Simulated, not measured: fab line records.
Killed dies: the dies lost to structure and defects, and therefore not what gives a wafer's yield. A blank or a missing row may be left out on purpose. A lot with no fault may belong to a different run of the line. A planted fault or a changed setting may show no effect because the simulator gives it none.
A struck lot beside a sound one :: flow gf180mcu :: 16 steps out of a route of 602
Sound: wafers L482.1, L482.3, L482.5. Wafers struck: L489.1, L489.2, L489.5. Last of all comes the cause.
For every step that has rows: the tool of each side, followed by ch and its chambers, followed by its first start. Under that, the readings that differ: sound wafers :: struck wafers :: difference of the means :: sigmas: that difference in standard deviations of wafers without a fault.
alike: readings whose means differ by less than 2 such deviations, and words and numbers that are the same on both sides. not compared: withheld readings, readings that some wafer has no value for, bounds like >300 that may hide the same value, and numbers for which the record gives no deviation and whose values overlap.
The two part at a step that has a row with sigmas, a row that says differs or no value, or rows on one side only. Non-overlapping numbers with no deviation appear without sigmas and do not part them. A reading missing from all wafers of one side parts the sides only when that side holds two or more wafers.

GF_VT_IMPLANT_OVL_MEAS_18:
  sound on overlay-02, day 6 18:13; struck on overlay-01, day 8 10:55
  alike: VT_IMPLANT_01_OVL
next, for these wafers, 1 step has no rows: GF_VT_IMPLANT_IMPLANT_19.
GF_VT_IMPLANT_STRIP_20: strips in O2/N2.
  sound on plasma asher-04 ch 0,1, day 6 18:24; struck on plasma asher-01 ch 0,1, day 8 11:07
  alike: drypump motor current A, heater power w, oes product au, strip time to endpoint s
  not compared: rf hours counter h
GF_VT_IMPLANT_TW_MEAS_21:
  sound on film metro-02, day 6 18:30; struck on film metro-01, day 8 11:13
  alike: VT_IMPLANT_2_TW
then, 7 steps without rows for these wafers: GF_VT_IMPLANT_DEHYDRATE_22 (time 60 s); GF_VT_IMPLANT_HMDS_23 (prime time 60 s); GF_VT_IMPLANT_COAT_24 (resist thk 1000 nm); GF_VT_IMPLANT_SOFTBAKE_25 (time 60 s); GF_VT_IMPLANT_EXPOSE_26 (exposes mask LVPWELL HV AREA, target cd 860 nm); GF_VT_IMPLANT_PEB_27; GF_VT_IMPLANT_DEVELOP_28 (develop time 60 s).
GF_VT_IMPLANT_OVL_MEAS_29:
  sound on overlay-02, day 7 10:10; struck on overlay-01, day 9 03:19
  alike: VT_IMPLANT_02_OVL
GF_VT_IMPLANT_IMPLANT_30:
  sound on implanter-01 ch 0, day 7 10:12; struck on implanter-03 ch 0, day 9 03:21
reading: implant ion amu
sound: 11 11 11
struck: 31 31 31
difference: +20
sigmas: 

reading: model.implant.rp nm (nm)
sound: 80.49 80.49 80.49
struck: 31.35 31.35 31.35
difference: -49.14
sigmas: 

reading: model.implant.drp nm (nm)
sound: 35.62 35.62 35.62
struck: 14.84 14.84 14.84
difference: -20.78
sigmas: 
GF_VT_IMPLANT_STRIP_31: strips in O2/N2.
  sound on plasma asher-01 ch 1, day 7 10:21; struck on plasma asher-02 ch 0,1, day 9 03:30
reading: drypump motor current A (A)
sound: 6.4 6.4 6.4
struck: 5.6 5.5 5.5
difference: -0.9
sigmas: -2

reading: heater power w (W)
sound: 381 391 383
struck: 325 329 334
difference: -56
sigmas: -3
  alike: oes product au, strip time to endpoint s
  not compared: rf hours counter h
GF_VT_IMPLANT_TW_MEAS_32:
  sound on film metro-02, day 7 10:27; struck on film metro-01, day 9 03:56
reading: VT_IMPLANT_3_TW
sound: 267 269 266
struck: 516 518 515
difference: +249
sigmas: +71
  not compared: hold
GF_PASSIVATION_PROBE_99:
  the record holds rows for the sound wafers here (prober-02, day 29 12:22) but none for the struck ones

== WHERE THEY PART ==
First at GF_VT_IMPLANT_STRIP_31; last, within this record, at GF_PASSIVATION_PROBE_99.

WHY: whatever the simulator had introduced
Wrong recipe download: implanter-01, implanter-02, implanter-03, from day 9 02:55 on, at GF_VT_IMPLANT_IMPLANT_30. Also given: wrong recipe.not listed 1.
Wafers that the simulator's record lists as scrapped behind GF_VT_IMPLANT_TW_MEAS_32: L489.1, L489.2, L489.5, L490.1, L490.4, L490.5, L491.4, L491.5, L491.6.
